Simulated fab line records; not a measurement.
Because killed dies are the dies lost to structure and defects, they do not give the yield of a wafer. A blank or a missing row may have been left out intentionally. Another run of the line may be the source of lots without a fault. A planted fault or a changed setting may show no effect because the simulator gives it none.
What tool caused it? :: flow gf180mcu :: 14 lots with 42 wafers sampled at 4 steps, on a route of 602 steps

== WHAT THE GAUGES SHOWED, per wafer ==
GF_STI_THK_MEAS_22.
lot: L348
measured: day 2 05:14
on: film_metro-01
STI_OXIDATION_01_THK (nm): 14.84 15.09 15.00

lot: L349
measured: day 2 08:43
on: film_metro-01
STI_OXIDATION_01_THK (nm): 14.79 14.51 14.73

lot: L350
measured: day 2 18:25
on: film_metro-01
STI_OXIDATION_01_THK (nm): 14.99 14.86 14.93

lot: L351
measured: day 2 20:36
on: film_metro-03
STI_OXIDATION_01_THK (nm): 14.87 15.01 14.82

lot: L355
measured: day 3 15:02
on: film_metro-03
STI_OXIDATION_01_THK (nm): 15.43 15.64 15.50

lot: L356
measured: day 3 20:54
on: film_metro-04
STI_OXIDATION_01_THK (nm): 15.33 15.02 15.15

lot: L357
measured: day 4 02:49
on: film_metro-04
STI_OXIDATION_01_THK (nm): 15.26 15.21 15.29

lot: L359
measured: day 4 11:49
on: film_metro-04
STI_OXIDATION_01_THK (nm): 14.53 14.78 14.52

lot: L360
measured: day 4 18:15
on: film_metro-01
STI_OXIDATION_01_THK (nm): 15.02 14.93 15.24

lot: L361
measured: day 4 21:51
on: film_metro-01
STI_OXIDATION_01_THK (nm): 14.94 14.80 15.00

lot: L362
measured: day 5 04:21
on: film_metro-04
STI_OXIDATION_01_THK (nm): 14.77 15.56 15.05

lot: L368
measured: day 6 10:32
on: film_metro-03
STI_OXIDATION_01_THK (nm): 15.17 15.02 15.47

lot: L369
measured: day 6 16:01
on: film_metro-04
STI_OXIDATION_01_THK (nm): 15.21 15.30 15.16

lot: L371
measured: day 7 01:58
on: film_metro-04
STI_OXIDATION_01_THK (nm): 15.33 15.40 15.28

GF_VT_IMPLANT_RS_MEAS_48: a four-point-probe measurement.
lot: L348
measured: day 7 15:29
on: film_metro-01
LVPWELL_RS (ohm/sq): 1198 1203 1197

lot: L349
measured: day 7 20:56
on: film_metro-04
LVPWELL_RS (ohm/sq): 1198 1196 1198

lot: L350
measured: day 8 08:15
on: film_metro-01
LVPWELL_RS (ohm/sq): 1193 1194 1194

lot: L351
measured: day 8 13:20
on: film_metro-04
LVPWELL_RS (ohm/sq): 1199 1194 1197

lot: L355
measured: day 9 10:31
on: film_metro-04
LVPWELL_RS (ohm/sq): 1201 1202 1204

lot: L356
measured: day 9 21:44
on: film_metro-01
LVPWELL_RS (ohm/sq): 1191 1194 1192

lot: L357
measured: day 10 02:34
on: film_metro-02
LVPWELL_RS (ohm/sq): 1199 1200 1200

lot: L359
measured: day 10 16:29
on: film_metro-02
LVPWELL_RS (ohm/sq): 1201 1201 1201

lot: L360
measured: day 11 00:49
on: film_metro-02
LVPWELL_RS (ohm/sq): 1231 1229 1229

lot: L361
measured: day 11 06:17
on: film_metro-04
LVPWELL_RS (ohm/sq): 1232 1232 1236

lot: L362
measured: day 11 14:32
on: film_metro-04
LVPWELL_RS (ohm/sq): 1236 1233 1235

lot: L368
measured: day 13 06:02
on: film_metro-02
LVPWELL_RS (ohm/sq): 1194 1196 1197

lot: L369
measured: day 13 13:05
on: film_metro-02
LVPWELL_RS (ohm/sq): 1200 1195 1197

lot: L371
measured: day 14 01:27
on: film_metro-01
LVPWELL_RS (ohm/sq): 1200 1193 1199

GF_POLY_GATE_OVL_MEAS_11.
lot: L348
measured: day 9 06:47
on: overlay-02
POLY_GATE_OVL (nm): 0 3 -5

lot: L349
measured: day 9 12:08
on: overlay-02
POLY_GATE_OVL (nm): 2 1 2

lot: L350
measured: day 9 22:10
on: overlay-02
POLY_GATE_OVL (nm): 1 0 -4

lot: L351
measured: day 10 04:22
on: overlay-02
POLY_GATE_OVL (nm): -2 -5 -9

lot: L355
measured: day 11 03:55
on: overlay-01
POLY_GATE_OVL (nm): 0 5 -1

lot: L356
measured: day 11 15:20
on: overlay-01
POLY_GATE_OVL (nm): 0 -6 -7

lot: L357
measured: day 11 19:22
on: overlay-02
POLY_GATE_OVL (nm): -11 -3 -6

lot: L359
measured: day 12 11:07
on: overlay-01
POLY_GATE_OVL (nm): -3 0 6

lot: L360
measured: day 12 22:32
on: overlay-01
POLY_GATE_OVL (nm): -4 -5 2

lot: L361
measured: day 13 02:31
on: overlay-01
POLY_GATE_OVL (nm): 4 3 -3

lot: L362
measured: day 13 11:31
on: overlay-01
POLY_GATE_OVL (nm): 0 -1 -2

lot: L368
measured: day 15 05:14
on: overlay-01
POLY_GATE_OVL (nm): -4 -2 -2

lot: L369
measured: day 15 15:32
on: overlay-01
POLY_GATE_OVL (nm): -3 -8 -7

lot: L371
measured: day 16 05:13
on: overlay-02
POLY_GATE_OVL (nm): 0 -3 -5

== WHAT TOOL EACH LOT RAN ON (gives the tool, then ch and the chambers of the sampled wafers, and finally the start) ==
lot: L348
GF_LVPWELL_IMPLANT_08: implanter-02 ch 0, day 3 22:50

lot: L349
GF_LVPWELL_IMPLANT_08: implanter-02 ch 0, day 4 02:02

lot: L350
GF_LVPWELL_IMPLANT_08: implanter-01 ch 0, day 4 13:02

lot: L351
GF_LVPWELL_IMPLANT_08: implanter-01 ch 0, day 4 15:17

lot: L355
GF_LVPWELL_IMPLANT_08: implanter-02 ch 0, day 5 10:20

lot: L356
GF_LVPWELL_IMPLANT_08: implanter-01 ch 0, day 5 19:25

lot: L357
GF_LVPWELL_IMPLANT_08: implanter-01 ch 0, day 5 23:17

lot: L359
GF_LVPWELL_IMPLANT_08: implanter-03 ch 0, day 6 11:17

lot: L360
GF_LVPWELL_IMPLANT_08: implanter-01 ch 0, day 6 17:29

lot: L361
GF_LVPWELL_IMPLANT_08: implanter-01 ch 0, day 6 22:11

lot: L362
GF_LVPWELL_IMPLANT_08: implanter-01 ch 0, day 7 05:20

lot: L368
GF_LVPWELL_IMPLANT_08: implanter-02 ch 0, day 8 13:07

lot: L369
GF_LVPWELL_IMPLANT_08: implanter-03 ch 0, day 8 20:26

lot: L371
GF_LVPWELL_IMPLANT_08: implanter-02 ch 0, day 9 06:32
- GF_LVPWELL_IMPLANT_08

== WHAT THE TOOLS THEMSELVES READ (means of the sampled wafers that have a number; where no wafer has one, the mark that the record gives instead) ==
GF_LVPWELL_IMPLANT_08.
lot: L348
tool: implanter-02
beam_energy_keV: 169.98

lot: L349
tool: implanter-02
beam_energy_keV: 170.00

lot: L350
tool: implanter-01
beam_energy_keV: 170.03

lot: L351
tool: implanter-01
beam_energy_keV: 170.01

lot: L355
tool: implanter-02
beam_energy_keV: 170.01

lot: L356
tool: implanter-01
beam_energy_keV: 170.02

lot: L357
tool: implanter-01
beam_energy_keV: 169.92

lot: L359
tool: implanter-03
beam_energy_keV: 170.03

lot: L360
tool: implanter-01
beam_energy_keV: 146.12

lot: L361
tool: implanter-01
beam_energy_keV: 146.06

lot: L362
tool: implanter-01
beam_energy_keV: 146.10

lot: L368
tool: implanter-02
beam_energy_keV: 169.97

lot: L369
tool: implanter-03
beam_energy_keV: 170.06

lot: L371
tool: implanter-02
beam_energy_keV: 169.95

== THE ANSWER, worked out from the rows above alone ==
Rule: the lots themselves supply what counts as usual. The widest of any qualifying gaps counts: lots, ordered by their means at a reading, are off when they make up no more than a third of the lots, leave a main group of 4 or more, and stand apart from it by 3 or more times the standard deviation of that group's means. A main group whose means are all the same, to the digits that the tables above print for the reading, isn't used. Also off: a lot with no number at a reading for which 4 or more lots have one. All remaining lots with rows at the step are treated as sound. The gauges are gone through in route order, then the tools' own readings, and for those a lot's mean is taken as printed above. At the first step where some lot is off, the reading lying furthest off is the one used; lots without a number count as furthest.
Off: L360, L361, L362, at GF_VT_IMPLANT_RS_MEAS_48 (LVPWELL_RS). Mean 1198 ohm/sq and standard deviation 2.8 in the main group.
A tool fits if, at a process step before that reading, it ran every lot that is off, and no sound lot after the first of them. The gauges at GF_VT_IMPLANT_RS_MEAS_48 aren't tried: what is off there is off at GF_LVPWELL_IMPLANT_08 too, on other tools, and a gauge's error can't cause that. One candidate fits, namely implanter-01 at GF_LVPWELL_IMPLANT_08. A fault onset in the window from L357 (day 5 23:17, its last sound lot) to L360 (day 6 17:29, its first lot off) fits.
On the lots that are off, the tool's own readings at GF_LVPWELL_IMPLANT_08 differ by more than 5 times the standard deviation of the sound lots' means, which bears it out; beam_energy_keV reads 146.09 there versus 170.00 on the sound lots.

== WHAT THE SIMULATOR HAD INSERTED ==
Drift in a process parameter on implanter-01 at GF_LVPWELL_IMPLANT_08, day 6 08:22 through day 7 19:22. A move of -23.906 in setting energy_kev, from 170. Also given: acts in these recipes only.
Lots struck among those shown: L360, L361, L362. This agrees with what the rule above found.
